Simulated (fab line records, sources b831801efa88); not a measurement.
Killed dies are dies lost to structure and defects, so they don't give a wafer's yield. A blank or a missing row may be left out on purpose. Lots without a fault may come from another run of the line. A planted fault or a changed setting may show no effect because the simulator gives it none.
fab line records | flow sky130
record lots=24 wafers=72 last_day=50
route steps=708 shown LI_CONTACT@375 CONTACT@423 VIA2@519 METAL3@532 VIA3@587
lots that met no fault: from a run of the same line without faults
start_h: hours from the record's first day to the start of the lot's first wafer shown | wait_h: hours since the lot's step before | " the same as in the row above | L1.1+2: a row that stands for several wafers | - no value, or no start given | * or withheld: withheld | < > ~ a bound
route shown NAME@n: a module of which the file shows steps, and the number in the route of the first | usual: mean/standard deviation of fault-free wafers | same: alike in all rows | chamber/n: place in a boat | sites: the reading at each site | _std_site: their standard deviation | _edge_site: outer sites' mean less inner sites' | radius_mm: how far each site lies from the wafer's centre | mask NAME#n: copy n | behind: the tool/chamber that last shaped the wafer | hold: why the lot was held/for how many hours/how that ended | device: the transistor (n, p or np) that didn't switch | end of line: the same wafers' tests at the end of the route | a step without rows: its recipe alone | killed: dies lost to structure and defects at the first sort, not the wafer's yield | map: a wafer's dies, x killed, . not, _ none there
set.NAME: the setting as run; set.NAME@STEP: as run at that earlier step | model.NAME: the simulator's own value behind a step, which no gauge read
steps of the route over a sample of lots; a table a step, a row a wafer
services: from which hour (start_h, from the record's first day; less than 0 if before it) a tool's chamber was out of use, for how many hours, and why
## steps
# step SKY_LI_CONTACT_OVL_MEAS_13
# usual LI_CONTACT_OVL=0/4.8
# columns lot.wafer tool chamber start_h wait_h LI_CONTACT_OVL[nm]
L074.2 overlay-02 - 706.27 0.1 1
L074.3 " - " " 1
L074.5 " - " " 2
L076.2 overlay-02 - 709.32 0.1 0
L076.3 " - " " -6
L076.5 " - " " -4
L075.2 overlay-02 - 709.97 0.1 2
L075.3 " - " " -9
L075.6 " - " " 0
L077.1 overlay-01 - 710.61 0.1 1
L077.2 " - " " -4
L077.5 " - " " -2
L078.2 overlay-01 - 712.77 0.1 -1
L078.3 " - " " -3
L078.4 " - " " 2
L079.1 overlay-01 - 713.26 0.1 1
L079.2 " - " " 3
L079.6 " - " " 7
L080.1 overlay-02 - 734.91 0.1 11
L080.2 " - " " 0
L080.3 " - " " 10
L081.2 overlay-01 - 735.02 0.1 6
L081.3 " - " " 4
L081.4 " - " " 4
L082.1 overlay-02 - 742.57 0.1 4
L082.2 " - " " -1
L082.5 " - " " 2
L083.1 overlay-02 - 746.22 0.1 -1
L083.4 " - " " 0
L083.6 " - " " -10
L085.2 overlay-02 - 757.67 0.1 3
L085.4 " - " " 0
L085.5 " - " " 4
L084.2 overlay-02 - 759.42 0.1 -3
L084.4 " - " " -5
L084.5 " - " " -14
L086.1 overlay-02 - 773.12 0.1 2
L086.2 " - " " 6
L086.6 " - " " -1
L087.1 overlay-02 - 773.92 0.1 4
L087.2 " - " " 7
L087.5 " - " " 8
L088.1 overlay-01 - 780.32 0.1 7
L088.3 " - " " 0
L088.6 " - " " 3
L089.3 overlay-02 - 788.63 0.1 -2
L089.5 " - " " -1
L089.6 " - " " -6
L090.1 overlay-01 - 806.21 0.1 -6
L090.2 " - " " -3
L090.6 " - " " -5
L091.1 overlay-02 - 809.52 0.1 1
L091.4 " - " " 5
L091.5 " - " " 2
L092.1 overlay-01 - 825.66 0.1 -3
L092.5 " - " " -8
L092.6 " - " " -6
L093.1 overlay-02 - 825.82 0.1 -3
L093.4 " - " " 1
L093.6 " - " " 1
L094.1 overlay-01 - 835.17 0.1 -1
L094.2 " - " " -5
L094.6 " - " " -7
L095.1 overlay-02 - 838.17 0.1 6
L095.3 " - " " 8
L095.6 " - " " 4
L096.1 overlay-02 - 841.42 0.1 6
L096.2 " - " " 2
L096.5 " - " " -5
L097.3 overlay-01 - 853.43 0.1 -3
L097.5 " - " " -9
L097.6 " - " " 6
# step SKY_CONTACT_ETCH_17
# recipe target=SiO2 chemistry=C4F8/O2/Ar stop_on=Si3N4 mask_material=KrF-thick source_w=1500 bias_w=1200 pressure_mtorr=40 c4f8_flow_sccm=withheld O2_flow_sccm=6 Ar_flow_sccm=300 time_s=withheld target_depth_a=3400
# usual oes_product_au=0.892/0.0046
# columns lot.wafer tool chamber start_h wait_h oes_product_au
L074.2 rie_diel-04 2 763.34 0.0 0.893
L074.3 " 1 " " 0.895
L074.5 " 1 " " 0.896
L076.2 rie_diel-03 1 765.89 0.0 0.893
L076.3 " 3 " " 0.897
L076.5 " 2 " " 0.900
L075.2 rie_diel-04 2 767.60 0.0 0.887
L075.3 " 3 " " 0.901
L075.6 " 0 " " 0.891
L077.1 rie_diel-01 3 767.94 0.0 0.889
L077.2 " 0 " " 0.890
L077.5 " 3 " " 0.887
L078.2 rie_diel-03 3 769.69 0.0 0.887
L078.3 " 0 " " 0.885
L078.4 " 2 " " 0.895
L079.1 rie_diel-04 2 770.39 0.0 0.888
L079.2 " 1 " " 0.891
L079.6 " 2 " " 0.893
L080.1 rie_diel-03 2 791.66 0.0 0.893
L080.2 " 1 " " 0.889
L080.3 " 0 " " 0.889
L081.2 rie_diel-03 2 792.56 0.0 0.896
L081.3 " 3 " " 0.888
L081.4 " 1 " " 0.886
L082.1 rie_diel-04 0 798.95 0.0 0.887
L082.2 " 3 " " 0.895
L082.5 " 0 " " 0.896
L083.1 rie_diel-04 2 801.20 0.0 0.892
L083.4 " 3 " " 0.899
L083.6 " 0 " " 0.890
L085.2 rie_diel-03 3 813.14 0.0 0.888
L085.4 " 2 " " 0.890
L085.5 " 1 " " 0.888
L084.2 rie_diel-04 1 814.40 0.0 0.890
L084.4 " 3 " " 0.896
L084.5 " 2 " " 0.882
L086.1 rie_diel-04 3 827.89 0.0 0.890
L086.2 " 0 " " 0.908
L086.6 " 2 " " 0.886
L087.1 rie_diel-03 3 828.20 0.0 0.883
L087.2 " 0 " " 0.894
L087.5 " 3 " " 0.888
L088.1 rie_diel-04 0 836.09 0.0 0.891
L088.3 " 3 " " 0.894
L088.6 " 0 " " 0.895
L089.3 rie_diel-03 0 842.95 0.0 0.893
L089.5 " 3 " " 0.886
L089.6 " 2 " " 0.896
L090.1 rie_diel-04 2 860.35 0.0 0.899
L090.2 " 3 " " 0.890
L090.6 " 2 " " 0.897
L091.1 rie_diel-01 3 864.59 0.0 0.886
L091.4 " 0 " " 0.889
L091.5 " 2 " " 0.893
L092.1 rie_diel-01 0 881.44 0.0 0.890
L092.5 " 3 " " 0.894
L092.6 " 2 " " 0.899
L093.1 rie_diel-04 1 881.79 0.0 0.887
L093.4 " 3 " " 0.900
L093.6 " 3 " " 0.900
L094.1 rie_diel-03 1 888.54 0.0 0.887
L094.2 " 3 " " 0.897
L094.6 " 0 " " 0.890
L095.1 rie_diel-04 3 892.89 0.0 0.895
L095.3 " 0 " " 0.891
L095.6 " 3 " " 0.891
L096.1 rie_diel-04 1 895.15 0.0 0.889
L096.2 " 2 " " 0.898
L096.5 " 3 " " 0.885
L097.3 rie_diel-04 3 907.60 0.0 0.894
L097.5 " 0 " " 0.887
L097.6 " 3 " " 0.886
# step SKY_VIA2_CD_MEAS_12
# recipe target_cd_nm=200
# usual cd_nm=199.4/1.7
# columns lot.wafer tool chamber start_h wait_h cd_nm
L074.2 cd_sem-02 - 873.57 - 198.9
L074.3 " - " " 199.3
L074.5 " - " " 199.9
L076.2 cd_sem-02 - 879.52 - 200.2
L076.3 " - " " 200.6
L076.5 " - " " 200.1
L075.2 cd_sem-02 - 879.81 - 198.8
L075.3 " - " " 199.0
L075.6 " - " " 200.6
L077.1 cd_sem-02 - 880.00 - 202.1
L077.2 " - " " 199.9
L077.5 " - " " 200.4
L078.2 cd_sem-01 - 881.96 - 201.0
L078.3 " - " " 202.0
L078.4 " - " " 200.8
L079.1 cd_sem-01 - 882.75 - 198.7
L079.2 " - " " 198.9
L079.6 " - " " 198.4
L080.1 cd_sem-02 - 900.70 - 198.7
L080.2 " - " " 198.9
L080.3 " - " " 197.6
L081.2 cd_sem-02 - 902.82 - 201.9
L081.3 " - " " 202.2
L081.4 " - " " 200.9
L082.1 cd_sem-02 - 909.35 - 202.3
L082.2 " - " " 201.8
L082.5 " - " " 201.9
L083.1 cd_sem-01 - 910.34 - 200.2
L083.4 " - " " 201.7
L083.6 " - " " 201.2
L085.2 cd_sem-02 - 920.96 - 198.5
L085.4 " - " " 198.1
L085.5 " - " " 197.8
L084.2 cd_sem-01 - 921.31 - 199.9
L084.4 " - " " 197.5
L084.5 " - " " 199.7
L086.1 cd_sem-01 - 935.99 - 197.5
L086.2 " - " " 197.8
L086.6 " - " " 197.4
L087.1 cd_sem-01 - 937.45 - 199.6
L087.2 " - " " 200.4
L087.5 " - " " 199.3
L088.1 cd_sem-02 - 942.85 - 194.6
L088.3 " - " " 195.3
L088.6 " - " " 195.5
L089.3 cd_sem-02 - 949.68 - 200.5
L089.5 " - " " 199.4
L089.6 " - " " 198.8
L090.1 cd_sem-01 - 965.59 - 198.4
L090.2 " - " " 197.1
L090.6 " - " " 198.1
L091.1 cd_sem-01 - 970.00 - 201.3
L091.4 " - " " 200.6
L091.5 " - " " 200.6
L092.1 cd_sem-02 - 985.85 - 197.0
L092.5 " - " " 196.8
L092.6 " - " " 196.8
L093.1 cd_sem-01 - 987.65 - 198.0
L093.4 " - " " 199.7
L093.6 " - " " 198.7
L094.1 cd_sem-02 - 991.74 - 200.4
L094.2 " - " " 200.4
L094.6 " - " " 200.8
L095.1 cd_sem-01 - 995.50 - 199.4
L095.3 " - " " 199.2
L095.6 " - " " 198.2
L096.1 cd_sem-02 - 998.20 - 199.7
L096.2 " - " " 199.0
L096.5 " - " " 200.2
L097.3 cd_sem-01 - 1008.84 - 198.7
L097.5 " - " " 199.0
L097.6 " - " " 200.0
# step SKY_METAL3_SPUTTER_00
# recipe material=Ti target_thk_nm=15 power_w=3000 time_s=10 chamber_pressure_pa=0.4
# usual throttle_valve_pct=29.9/0.99
# columns lot.wafer tool chamber start_h wait_h throttle_valve_pct
L074.2 pvd_sputter-03 - 875.09 0.1 30.2
L074.3 " - " " 31.2
L074.5 " - " " 29.3
L076.2 pvd_sputter-03 - 881.65 0.1 29.2
L076.3 " - " " 30.1
L076.5 " - " " 29.2
L075.2 pvd_sputter-02 - 882.25 0.1 30.6
L075.3 " - " " 30.3
L075.6 " - " " 30.3
L077.1 pvd_sputter-03 - 882.55 0.1 29.2
L077.2 " - " " 28.8
L077.5 " - " " 29.4
L078.2 pvd_sputter-04 - 884.05 0.1 28.1
L078.3 " - " " 30.7
L078.4 " - " " 30.8
L079.1 pvd_sputter-03 - 884.35 0.2 31.5
L079.2 " - " " 30.4
L079.6 " - " " 30.3
L080.1 pvd_sputter-03 - 902.25 0.2 29.3
L080.2 " - " " 29.0
L080.3 " - " " 31.2
L081.2 pvd_sputter-04 - 904.34 0.2 30.9
L081.3 " - " " 27.9
L081.4 " - " " 31.1
L082.1 pvd_sputter-02 - 910.88 0.1 30.3
L082.2 " - " " 30.5
L082.5 " - " " 30.3
L083.1 pvd_sputter-04 - 911.88 0.2 28.1
L083.4 " - " " 29.3
L083.6 " - " " 30.8
L085.2 pvd_sputter-02 - 922.48 0.2 30.5
L085.4 " - " " 28.9
L085.5 " - " " 30.5
L084.2 pvd_sputter-03 - 922.89 0.1 29.4
L084.4 " - " " 28.6
L084.5 " - " " 28.7
L086.1 pvd_sputter-04 - 937.52 0.2 31.2
L086.2 " - " " 30.8
L086.6 " - " " 29.4
L087.1 pvd_sputter-03 - 939.04 0.2 29.3
L087.2 " - " " 31.5
L087.5 " - " " 29.4
L088.1 pvd_sputter-02 - 944.48 0.2 29.1
L088.3 " - " " 30.3
L088.6 " - " " 30.4
L089.3 pvd_sputter-02 - 951.27 0.2 29.0
L089.5 " - " " 30.6
L089.6 " - " " 30.6
L090.1 pvd_sputter-02 - 967.23 0.2 30.3
L090.2 " - " " 30.5
L090.6 " - " " 30.6
L091.1 pvd_sputter-02 - 971.59 0.2 30.4
L091.4 " - " " 30.7
L091.5 " - " " 30.5
L092.1 pvd_sputter-02 - 987.38 0.2 30.6
L092.5 " - " " 30.6
L092.6 " - " " 29.0
L093.1 pvd_sputter-03 - 989.18 0.1 31.3
L093.4 " - " " 28.7
L093.6 " - " " 29.4
L094.1 pvd_sputter-04 - 993.27 0.2 27.8
L094.2 " - " " 30.7
L094.6 " - " " 30.7
L095.1 pvd_sputter-04 - 997.12 0.2 30.8
L095.3 " - " " 29.1
L095.6 " - " " 31.0
L096.1 pvd_sputter-04 - 999.76 0.2 31.0
L096.2 " - " " 31.0
L096.5 " - " " 31.0
L097.3 pvd_sputter-04 - 1010.33 0.2 30.8
L097.5 " - " " 27.9
L097.6 " - " " 31.0
# step SKY_METAL3_SPUTTER_01
# recipe material=TiN target_thk_nm=20 power_w=6500 time_s=16.7 chamber_pressure_pa=0.4
# usual throttle_valve_pct=29.9/1
# columns lot.wafer tool chamber start_h wait_h throttle_valve_pct
L074.2 pvd_sputter-03 - 875.11 0.0 30.3
L074.3 " - " " 31.5
L074.5 " - " " 29.3
L076.2 pvd_sputter-03 - 881.67 0.0 29.2
L076.3 " - " " 30.4
L076.5 " - " " 29.0
L075.2 pvd_sputter-02 - 882.27 0.0 30.1
L075.3 " - " " 30.7
L075.6 " - " " 30.4
L077.1 pvd_sputter-03 - 882.57 0.0 29.5
L077.2 " - " " 28.7
L077.5 " - " " 29.1
L078.2 pvd_sputter-04 - 884.07 0.0 27.9
L078.3 " - " " 31.0
L078.4 " - " " 31.0
L079.1 pvd_sputter-03 - 884.37 0.0 31.5
L079.2 " - " " 30.2
L079.6 " - " " 30.2
L080.1 pvd_sputter-03 - 902.27 0.0 29.2
L080.2 " - " " 28.9
L080.3 " - " " 31.4
L081.2 pvd_sputter-04 - 904.36 0.0 31.0
L081.3 " - " " 28.0
L081.4 " - " " 31.0
L082.1 pvd_sputter-02 - 910.90 0.0 30.4
L082.2 " - " " 30.6
L082.5 " - " " 30.5
L083.1 pvd_sputter-04 - 911.90 0.0 28.3
L083.4 " - " " 28.9
L083.6 " - " " 30.9
L085.2 pvd_sputter-02 - 922.50 0.0 30.4
L085.4 " - " " 29.1
L085.5 " - " " 30.2
L084.2 pvd_sputter-03 - 922.91 0.0 29.5
L084.4 " - " " 28.8
L084.5 " - " " 28.7
L086.1 pvd_sputter-04 - 937.54 0.0 31.1
L086.2 " - " " 30.8
L086.6 " - " " 29.1
L087.1 pvd_sputter-03 - 939.06 0.0 29.1
L087.2 " - " " 31.5
L087.5 " - " " 29.2
L088.1 pvd_sputter-02 - 944.50 0.0 28.7
L088.3 " - " " 30.6
L088.6 " - " " 30.2
L089.3 pvd_sputter-02 - 951.29 0.0 29.0
L089.5 " - " " 30.2
L089.6 " - " " 30.5
L090.1 pvd_sputter-02 - 967.26 0.0 30.5
L090.2 " - " " 30.5
L090.6 " - " " 30.5
L091.1 pvd_sputter-02 - 971.61 0.0 30.5
L091.4 " - " " 30.2
L091.5 " - " " 30.5
L092.1 pvd_sputter-02 - 987.40 0.0 30.5
L092.5 " - " " 30.5
L092.6 " - " " 29.0
L093.1 pvd_sputter-03 - 989.20 0.0 31.5
L093.4 " - " " 28.7
L093.6 " - " " 29.2
L094.1 pvd_sputter-04 - 993.29 0.0 27.9
L094.2 " - " " 31.1
L094.6 " - " " 30.8
L095.1 pvd_sputter-04 - 997.14 0.0 30.7
L095.3 " - " " 28.8
L095.6 " - " " 31.0
L096.1 pvd_sputter-04 - 999.78 0.0 30.9
L096.2 " - " " 30.8
L096.5 " - " " 30.8
L097.3 pvd_sputter-04 - 1010.36 0.0 31.1
L097.5 " - " " 27.8
L097.6 " - " " 30.9
# step SKY_VIA3_ETCH_14
# recipe chemistry=N2/H2 target=BARC ion_energy_ev=200 source_w=500 bias_w=100 pressure_mtorr=30 n2_flow_sccm=100 h2_flow_sccm=200 stop_on=SiO2 time_s=45.9 target_depth_a=600
# usual drypump_motor_current_A=5.6/0.41 n2_flow_sccm=100.01/0.28 oes_product_au=0.855/0.005 throttle_valve_pct=13.225/0.009
# columns lot.wafer tool chamber start_h wait_h drypump_motor_current_A n2_flow_sccm oes_product_au rf_hours_counter_h throttle_valve_pct
L074.2 rie_diel-03 0 952.25 0.0 5.1 99.74 0.860 15 13.225
L074.3 " 3 " " 5.0 99.91 0.861 8 13.223
L074.5 " 2 " " 5.6 99.82 0.857 - 13.218
L076.2 rie_diel-03 2 958.05 0.0 5.7 99.83 0.855 14 13.218
L076.3 " 0 " " 5.1 100.04 0.850 15 13.233
L076.5 " 1 " " 5.6 99.31 0.850 - 13.234
L077.1 rie_diel-01 3 958.61 0.0 5.4 99.75 0.855 19 13.227
L077.2 " 1 " " 5.5 99.91 0.858 18 13.209
L077.5 " 1 " " 5.5 100.16 0.845 - 13.208
L075.2 rie_diel-01 1 958.96 0.0 5.5 100.29 0.847 18 13.229
L075.3 " 2 " " 6.2 100.15 0.855 10 13.227
L075.6 " 3 " " 5.4 99.77 0.853 - 13.244
L078.2 rie_diel-01 2 960.90 0.0 6.2 99.81 0.865 11 13.218
L078.3 " 0 " " 5.8 99.68 0.854 27 13.239
L078.4 " 1 " " 5.5 99.78 0.861 18 13.211
L079.1 rie_diel-03 0 961.25 0.0 5.1 100.30 0.859 15 13.230
L079.2 " 3 " " 4.9 99.97 0.856 9 13.229
L079.6 " 0 " " 5.1 100.67 0.856 - 13.227
L080.1 rie_diel-04 0 977.75 0.0 6.5 100.35 0.848 19 13.232
L080.2 " 3 " " 5.8 100.34 0.859 13 13.221
L080.3 " 1 " " 5.5 100.05 0.858 22 13.222
L081.2 rie_diel-04 3 980.85 0.0 5.8 100.20 0.859 13 13.224
L081.3 " 1 " " 5.6 100.46 0.864 22 13.223
L081.4 " 1 " " 5.5 100.20 0.855 - 13.233
L082.1 rie_diel-03 3 985.90 0.0 4.9 99.71 0.847 9 13.226
L082.2 " 0 " " 5.1 100.15 0.852 16 13.237
L082.5 " 0 " " 5.0 100.06 0.855 - 13.213
L083.1 rie_diel-01 3 987.05 0.0 5.5 100.41 0.863 19 13.224
L083.4 " 1 " " 5.5 99.60 0.851 - 13.215
L083.6 " 3 " " 5.5 100.36 0.850 - 13.231
L085.2 rie_diel-03 2 995.90 0.0 5.7 99.63 0.855 15 13.232
L085.4 " 0 " " 5.1 99.89 0.855 16 13.215
L085.5 " 0 " " 5.1 99.51 0.849 - 13.227
L084.2 rie_diel-01 0 996.90 0.0 5.8 100.19 0.845 27 13.224
L084.4 " 3 " " 5.5 100.14 0.856 20 13.226
L084.5 " 1 " " 5.5 99.99 0.843 - 13.215
L086.1 rie_diel-04 0 1011.85 0.0 6.4 100.21 0.850 21 13.222
L086.2 " 2 " " 6.0 100.25 0.851 14 13.211
L086.6 " 0 " " 6.5 99.97 0.850 - 13.223
L087.1 rie_diel-03 0 1013.36 0.0 5.0 99.76 0.848 17 13.221
L087.2 " 2 " " 5.7 100.10 0.854 16 13.232
L087.5 " 2 " " 5.7 100.25 0.849 - 13.231
L088.1 rie_diel-03 1 1017.15 0.0 5.5 99.89 0.850 9 13.243
L088.3 " 2 " " 5.7 100.05 0.853 16 13.238
L088.6 " 0 " " 5.0 100.66 0.850 - 13.216
L089.3 rie_diel-03 3 1024.55 0.0 5.0 100.24 0.855 11 13.219
L089.5 " 3 " " 5.0 100.31 0.854 - 13.234
L089.6 " 0 " " 5.1 99.81 0.858 - 13.235
L090.1 rie_diel-01 2 1039.25 0.0 6.1 100.08 0.847 13 13.234
L090.2 " 0 " " 5.8 100.27 0.850 29 13.227
L090.6 " 2 " " 6.1 100.21 0.851 - 13.218
L091.1 rie_diel-03 2 1043.76 0.0 5.7 100.58 0.864 17 13.209
L091.4 " 0 " " 5.1 100.20 0.855 18 13.230
L091.5 " 1 " " 5.6 99.30 0.852 - 13.229
L092.1 rie_diel-03 1 1057.90 0.0 5.6 99.99 0.855 10 13.226
L092.5 " 0 " " 5.0 100.18 0.852 - 13.230
L092.6 " 1 " " 5.6 99.83 0.849 - 13.222
L093.1 rie_diel-04 2 1059.81 0.0 6.0 100.28 0.853 15 13.229
L093.4 " 1 " " 5.5 99.78 0.862 25 13.209
L093.6 " 3 " " 5.8 100.02 0.851 - 13.230
L094.1 rie_diel-01 2 1063.80 0.0 6.1 100.13 0.862 14 13.211
L094.2 " 0 " " 5.8 99.80 0.853 30 13.225
L094.6 " 2 " " 6.1 99.68 0.854 - 13.226
L095.1 rie_diel-03 1 1066.35 0.0 5.5 100.29 0.846 11 13.234
L095.3 " 3 " " 5.0 100.18 0.858 12 13.219
L095.6 " 2 " " 5.7 100.27 0.856 - 13.219
L096.1 rie_diel-04 3 1068.41 0.0 5.8 100.13 0.847 15 13.220
L096.2 " 2 " " 6.0 100.75 0.854 16 13.229
L096.5 " 2 " " 6.0 99.95 0.851 - 13.228
L097.3 rie_diel-03 0 1078.85 0.0 5.1 99.59 0.859 19 13.226
L097.5 " 1 " " 5.5 100.08 0.852 - 13.219
L097.6 " 0 " " 5.1 100.10 0.853 - 13.243
## services
# columns tool chamber start_h hours kind
rie_diel-03 0 755.57 5.6 repair
pvd_sputter-04 - 760.20 1.0 repair
pvd_sputter-04 - 767.44 0.7 repair
rie_diel-04 - 794.10 0.5 repair
rie_diel-01 3 804.22 4.9 repair
pvd_sputter-02 - 812.79 4.9 repair
rie_diel-01 - 824.86 2.8 pm
rie_diel-01 2 839.22 10.1 repair
pvd_sputter-04 - 850.81 1.7 repair
rie_diel-04 - 854.78 1.1 repair
rie_diel-03 3 865.36 1.8 repair
rie_diel-01 3 897.86 6.3 repair
rie_diel-03 - 910.67 0.5 repair
rie_diel-04 - 957.40 1.7 repair
rie_diel-04 2 971.71 29.8 repair
rie_diel-03 0 978.28 4.3 repair
rie_diel-04 3 982.00 45.3 repair
pvd_sputter-02 - 983.41 1.5 repair
rie_diel-04 1 985.02 5.1 repair
pvd_sputter-02 - 995.85 1.8 repair
pvd_sputter-04 - 1039.84 1.3 repair
rie_diel-04 - 1052.72 0.8 repair
pvd_sputter-03 - 1070.13 1.3 repair
rie_diel-04 3 1070.48 4.3 repair
## key
fault none
